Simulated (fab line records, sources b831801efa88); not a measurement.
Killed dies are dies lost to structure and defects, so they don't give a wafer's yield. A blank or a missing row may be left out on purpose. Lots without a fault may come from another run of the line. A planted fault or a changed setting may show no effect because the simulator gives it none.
A struck lot beside a sound one | flow sky130 | 20 steps out of a route of 708
Sound: wafers L196.2, L196.3, L196.6. Struck: wafers L206.1, L206.5. (L206.6 of the same lot was not struck and is left out.) The cause comes at the end.
At each step with rows: each side's tool, then ch and its chambers, then its first start. Under that, the readings that differ: sound wafers | struck wafers | difference of the means | sigmas: that difference in standard deviations of wafers without a fault.
alike: readings whose means differ by less than 2 such deviations, and words and numbers that are the same on both sides. not compared: withheld readings, readings that some wafer has no value for, bounds like >300 that may hide the same value, and numbers for which the record gives no deviation and whose values overlap.
The two part at a step that has a row with sigmas, a row that says differs or no value, or rows on one side only. Numbers that don't overlap but have no deviation are shown without sigmas and don't part them. A reading that every wafer of one side lacks parts them only if that side has two wafers or more.

first, 2 steps without rows for these wafers: SKY_PWDE_PEB_05; SKY_PWDE_DEVELOP_06 (develop time 60 s).
SKY_PWDE_OVL_MEAS_07:
  sound on overlay-01, day 4 02:47; struck on overlay-01, day 6 14:22
  alike: PWDE_OVL
then, 1 step without rows for these wafers: SKY_PWDE_IMPLANT_08.
SKY_PWDE_STRIP_09: strips in O2/N2.
  sound on plasma_asher-03 ch 0,1, day 4 02:58; struck on plasma_asher-04 ch 0, day 6 14:34
  reading                     | sound       | struck  | difference | sigmas
  drypump_motor_current_A (A) | 6.7 6.7 5.9 | 5.0 5.0 | -1.4       | -3
  alike: oes_product_au, strip_time_to_endpoint_s
  not compared: rf_hours_counter_h
SKY_PWDE_TW_MEAS_10:
  sound on film_metro-01, day 4 03:04; struck on film_metro-01, day 6 14:40
  alike: PWDE_TW
then, 6 steps without rows for these wafers: SKY_NWELL_DEHYDRATE_03 (time 60 s); SKY_NWELL_HMDS_04 (prime time 60 s); SKY_NWELL_COAT_05 (resist thk 3000 nm); SKY_NWELL_SOFTBAKE_06; SKY_NWELL_EXPOSE_07 (exposes mask NWM, target cd 840 nm); SKY_NWELL_PEB_08.
SKY_NWELL_DEVELOP_09: develop time 60 s.
  sound on litho_track-02 ch 0, day 4 19:00; struck on litho_track-04 ch 0, day 7 09:00
SKY_NWELL_OVL_MEAS_10:
  sound on overlay-01, day 4 19:29; struck on overlay-01, day 7 09:42
  reading           | sound        | struck | difference                    | sigmas
  NWELL_00_OVL (nm) | 2.1 1.8 -0.1 | - -    | no value on the struck wafers |
then, 3 steps without rows for these wafers: SKY_NWELL_IMPLANT_11; SKY_NWELL_IMPLANT_12; SKY_NWELL_IMPLANT_13.
SKY_NWELL_STRIP_14: strips in O2/N2.
  sound on plasma_asher-02 ch 0,1, day 4 19:58; struck on plasma_asher-01 ch 1, day 7 10:16
  alike: drypump_motor_current_A, oes_product_au, strip_time_to_endpoint_s
  not compared: rf_hours_counter_h
SKY_NWELL_TW_MEAS_15:
  sound on film_metro-03, day 4 20:04; struck on film_metro-02, day 7 10:35
  reading  | sound          | struck | difference | sigmas
  NWELL_TW | 1805 1805 1804 | 30 30  | -1775      | -99 or more
  not compared: hold
-- the record jumps here: 41 days lie between the struck wafers' starts before and after (it left off in module NWELL and takes up again in module PAD_OPEN, whose first step shown is number 708 of the route) --
SKY_PAD_OPEN_PROBE_99:
  sound on prober-02, day 46 06:10; struck on prober-01, day 48 12:29
  reading             | sound    | struck                                            | difference                   | sigmas
  hold                | - - -    | await_dispo/2.9h/release await_dispo/2.9h/release | no value on the sound wafers |
  killed_at_front_end | 20 15 16 | 425 417                                           | +404                         | +88
  killed_dies         | 89 84 81 | 492 492                                           | +407                         | +41
  killed_on_rim       | 20 13 16 | 96 96                                             | +80                          | +20
  alike: killed_at_M0_to_M3, killed_at_M4_up, killed_at_contacts, killed_at_other, killed_open, killed_short

WHERE THEY PART
First at SKY_PWDE_STRIP_09; last, within this record, at SKY_PAD_OPEN_PROBE_99.

WHY: what the simulator had put in
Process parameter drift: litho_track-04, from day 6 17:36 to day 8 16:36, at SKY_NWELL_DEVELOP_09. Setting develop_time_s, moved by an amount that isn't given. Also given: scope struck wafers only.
